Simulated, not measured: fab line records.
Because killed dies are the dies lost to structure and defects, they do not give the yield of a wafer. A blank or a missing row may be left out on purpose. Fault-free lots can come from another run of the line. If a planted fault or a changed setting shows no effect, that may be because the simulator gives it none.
Which tool did it?    flow gf180mcu    Sampling: 15 lots, 45 wafers, 4 of 602 route steps

## WHAT EACH GAUGE READ, for each wafer
GF_V3_THK_MEAS_25: measures by xrf.
lot   measured      on            V3_W_THK (nm)
L588  day 22 09:08  filmMetro-02  351 345 347
L590  day 23 07:49  filmMetro-04  355 355 350
L591  day 23 10:42  filmMetro-02  350 350 351
L592  day 24 01:01  filmMetro-04  363 361 360
L593  day 24 02:50  filmMetro-02  354 349 352
L594  day 24 14:47  filmMetro-02  353 354 352
L595  day 25 03:25  filmMetro-04  354 346 359
L602  day 27 11:20  filmMetro-02  347 346 348
L603  day 27 21:15  filmMetro-02  354 356 351
L604  day 28 01:49  filmMetro-04  354 357 352
L606  day 28 17:18  filmMetro-04  353 356 355
L607  day 28 20:14  filmMetro-02  354 351 350
L608  day 29 00:52  filmMetro-03  354 355 351
L609  day 29 04:52  filmMetro-02  353 354 349
L611  day 29 20:48  filmMetro-03  356 359 355

GF_V4_OVL_MEAS_15.
lot   measured      on          V4_OVL (nm)
L588  day 24 08:52  overlay-02  11 -2 -3
L590  day 25 06:58  overlay-01  -6 0 -7
L591  day 25 09:19  overlay-01  -11 -6 -5
L592  day 25 21:57  overlay-01  -2 -1 -5
L593  day 26 00:01  overlay-01  8 2 3
L594  day 26 11:29  overlay-02  -4 -6 -4
L595  day 26 23:58  overlay-02  -3 -3 -7
L602  day 29 05:01  overlay-02  3 0 -8
L603  day 29 12:44  overlay-02  -3 -6 -6
L604  day 29 18:53  overlay-01  0 2 0
L606  day 30 08:31  overlay-01  7 1 10
L607  day 30 12:04  overlay-01  -1 -1 -7
L608  day 30 16:40  overlay-02  3 -6 -6
L609  day 30 21:01  overlay-01  -4 1 -2
L611  day 31 12:08  overlay-02  5 1 10

## TOOL THAT RAN EACH LOT (tool first, then ch and the chambers of the sampled wafers, then the start)
lot   GF_HV_LDD_IMPLANT_33             GF_V3_ETCH_17
L588  implanter-01 ch 0, day 11 12:43  rieDiel-02 ch 0,2, day 22 09:08 or earlier
L590  implanter-04 ch 0, day 12 05:40  rieDiel-03 ch 0,2,3, day 23 07:49 or earlier
L591  implanter-01 ch 0, day 12 11:34  rieDiel-04 ch 0,3, day 23 10:42 or earlier
L592  implanter-01 ch 0, day 12 19:53  rieDiel-03 ch 0,3, day 24 01:01 or earlier
L593  implanter-01 ch 0, day 12 23:40  rieDiel-03 ch 0,2,3, day 24 02:50 or earlier
L594  implanter-04 ch 0, day 13 12:22  rieDiel-03 ch 0,2,3, day 24 14:47 or earlier
L595  implanter-01 ch 0, day 13 19:49  rieDiel-04 ch 0,2, day 25 03:25 or earlier
L602  implanter-02 ch 0, day 16 08:13  rieDiel-02 ch 0,3, day 27 11:20 or earlier
L603  implanter-01 ch 0, day 16 14:43  rieDiel-03 ch 0,2,3, day 27 21:15 or earlier
L604  implanter-01 ch 0, day 17 01:23  rieDiel-02 ch 0,1, day 28 01:49 or earlier
L606  implanter-04 ch 0, day 17 15:23  rieDiel-02 ch 1,2, day 28 17:18 or earlier
L607  implanter-01 ch 0, day 17 22:46  rieDiel-03 ch 0,1,2, day 28 20:14 or earlier
L608  implanter-04 ch 0, day 18 03:37  rieDiel-02 ch 0,1,2, day 29 00:52 or earlier
L609  implanter-01 ch 0, day 18 09:20  rieDiel-02 ch 0,1,2, day 29 04:52 or earlier
L611  implanter-04 ch 0, day 19 04:24  rieDiel-04 ch 0,1, day 29 20:48 or earlier
- GF_HV_LDD_IMPLANT_33
- GF_V3_ETCH_17: etches SiO2 in C4F8/O2/Ar, stops on TiN, target depth 635 nm.

## AS READ BY THE TOOLS THEMSELVES (means over the sampled wafers that have a number; for cases with no such wafer, the mark the record gives instead)
GF_HV_LDD_IMPLANT_33.
lot   tool          doseIonsCm2  faradayCurrentUA
L588  implanter-01  7.505e+12    42.0
L590  implanter-04  7.496e+12    41.7
L591  implanter-01  7.502e+12    42.7
L592  implanter-01  8.170e+12    46.0
L593  implanter-01  8.174e+12    46.7
L594  implanter-04  7.495e+12    42.1
L595  implanter-01  8.160e+12    46.0
L602  implanter-02  7.486e+12    43.9
L603  implanter-01  7.499e+12    42.3
L604  implanter-01  7.493e+12    42.4
L606  implanter-04  7.500e+12    41.4
L607  implanter-01  7.489e+12    41.2
L608  implanter-04  7.497e+12    43.1
L609  implanter-01  7.498e+12    42.0
L611  implanter-04  7.495e+12    42.4

GF_V3_ETCH_17.
lot   tool        oesProductAu (a.u.)
L588  rieDiel-02  0.860
L590  rieDiel-03  0.854
L591  rieDiel-04  0.857
L592  rieDiel-03  0.853
L593  rieDiel-03  0.857
L594  rieDiel-03  0.855
L595  rieDiel-04  0.857
L602  rieDiel-02  0.855
L603  rieDiel-03  0.856
L604  rieDiel-02  0.854
L606  rieDiel-02  0.855
L607  rieDiel-03  0.853
L608  rieDiel-02  0.859
L609  rieDiel-02  0.865
L611  rieDiel-04  0.856

## THE ANSWER, worked out from the rows above alone
Rule: what is usual is taken from the lots themselves. Put in order of their means at a reading, lots are off if they are a third of the lots or fewer, leave a main group of 4 or more, and stand apart from it by a gap of 3 or more times the standard deviation of the main group's means; of several such gaps the widest counts. If all means in a main group match to the digits the tables above print for the reading, that group is not used. Also off: a lot with no number at a reading for which 4 or more lots have one. All remaining lots with rows at the step are treated as sound. First the gauges in route order, then the tools' own readings, where a lot's mean is used as printed above. The first step at which some lot is off is used, and at that step the reading that is off furthest; a lot without a number counts as furthest.
Off at GF_HV_LDD_IMPLANT_33 (doseIonsCm2): L592, L593, L595. The main group has a mean of 7.496e+12 with a standard deviation of 5.1e+09.
If a tool, at that step or one of the process steps before it, ran each lot that is off and ran no sound lot following the first of them, it fits. Of those tried, none fits.

## WHAT THE SIMULATOR HAD PUT IN
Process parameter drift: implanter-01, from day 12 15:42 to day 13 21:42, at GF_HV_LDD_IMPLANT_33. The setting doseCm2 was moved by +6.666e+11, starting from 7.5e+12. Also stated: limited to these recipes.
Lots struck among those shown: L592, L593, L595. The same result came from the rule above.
